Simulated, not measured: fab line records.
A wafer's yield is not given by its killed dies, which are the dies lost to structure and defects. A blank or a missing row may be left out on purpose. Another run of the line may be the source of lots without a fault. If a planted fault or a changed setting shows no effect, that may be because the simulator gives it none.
Chamber matching + flow sky130 + 4 sister chambers for SKY_VIA1_CMP_24 on cmp-02
The step polishes, stops on SiO2, t overpolish 15 s, target thk 0 nm. 4 wafers are shown with their chamber, then 7 later ones without.

## EACH WAFER AND ITS CHAMBER
| wafer  | chamber | motor_current_A (A) |
|--------|---------|---------------------|
| L677.4 | 0       | 12.7                |
| L677.5 | 3       | 11.2                |
| L682.1 | 2       | 11.9                |
| L682.2 | 1       | 10.7                |

## WAFERS MISSING THEIR CHAMBER
| wafer  | motor_current_A (A) |
|--------|---------------------|
| L682.6 | 12.9                |
| L683.3 | 12.7                |
| L683.4 | 12.1                |
| L683.6 | 11.1                |
| L684.2 | 11.7                |
| L684.3 | 11.2                |
| L684.5 | 11.7                |

## CHAMBER TAKEN BY EACH
| wafer  | from the rows above     | in truth |
|--------|-------------------------|----------|
| L682.6 | 0                       | 0        |
| L683.3 | 0                       | 0        |
| L683.4 | 2                       | 2        |
| L683.6 | can't be placed: 3 or 1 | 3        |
| L684.2 | can't be placed: 2 or 3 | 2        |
| L684.3 | 3                       | 3        |
| L684.5 | can't be placed: 2 or 3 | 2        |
4 of 7 placed correctly. Can't be placed from these rows: 3 (the true chamber is among the candidates in 3). Placed wrongly: 0.
How it was worked out, from the rows above alone: a wafer's distance from a chamber is the root of the sum, over the readings, of the square of ((its reading less the chamber's mean) divided by the reading's scatter). If the next closest chamber is less than 2 further off than the closest, the wafer can't be placed; otherwise it belongs to the closest. The mean given for a chamber averages the wafers shown for that chamber. The scatter: with one shown wafer a chamber, the root of the mean of the squares of how far each hidden wafer lies from its nearest shown one.
